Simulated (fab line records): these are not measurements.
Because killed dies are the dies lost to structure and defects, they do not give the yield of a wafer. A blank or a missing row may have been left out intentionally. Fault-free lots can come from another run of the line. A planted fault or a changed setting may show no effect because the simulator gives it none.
The tool behind it: which one? || flow gf180mcu || 21 wafers sampled from 7 lots at 1 step of a route of 602

== WHAT THE GAUGES READ, wafer by wafer ==
GF_HV_LDD_THK_MEAS_57.
{"lot": "L950", "measured": "day 12 18:40", "on": "film metro-01", "HV_LDD_CVD_56_THK (nm)": "89.7 89.7 90.3"}
{"lot": "L952", "measured": "day 13 09:51", "on": "film metro-04", "HV_LDD_CVD_56_THK (nm)": "91.3 91.1 91.7"}
{"lot": "L956", "measured": "day 14 18:51", "on": "film metro-04", "HV_LDD_CVD_56_THK (nm)": "92.1 92.4 92.9"}
{"lot": "L964", "measured": "day 17 12:16", "on": "film metro-03", "HV_LDD_CVD_56_THK (nm)": "87.6 88.1 88.8"}
{"lot": "L966", "measured": "day 18 04:55", "on": "film metro-01", "HV_LDD_CVD_56_THK (nm)": "91.6 90.8 91.7"}
{"lot": "L969", "measured": "day 19 08:04", "on": "film metro-01", "HV_LDD_CVD_56_THK (nm)": "89.2 88.9 88.9"}
{"lot": "L972", "measured": "day 20 11:04", "on": "film metro-04", "HV_LDD_CVD_56_THK (nm)": "90.6 91.6 91.1"}

== WHICH TOOL RAN EACH LOT (tool, then ch and the chambers of the sampled wafers, then the start) ==
The record holds no process step before these readings.

== THE ANSWER, worked out from the rows above alone ==
Rule: what is usual is taken from the lots themselves. The widest of any qualifying gaps counts: lots, ordered by their means at a reading, are off when they make up no more than a third of the lots, leave a main group of 4 or more, and stand apart from it by 3 or more times the standard deviation of that group's means. If all means in a main group match to the digits the tables above print for the reading, that group is not used. A lot without any number at a reading at which 4 lots or more have one is off too. Where the step has rows for the other lots, those lots are counted as sound.
No lot is off on any of the readings shown, so nothing can be concluded from this.

== WHAT THE SIMULATOR HAD INSERTED ==
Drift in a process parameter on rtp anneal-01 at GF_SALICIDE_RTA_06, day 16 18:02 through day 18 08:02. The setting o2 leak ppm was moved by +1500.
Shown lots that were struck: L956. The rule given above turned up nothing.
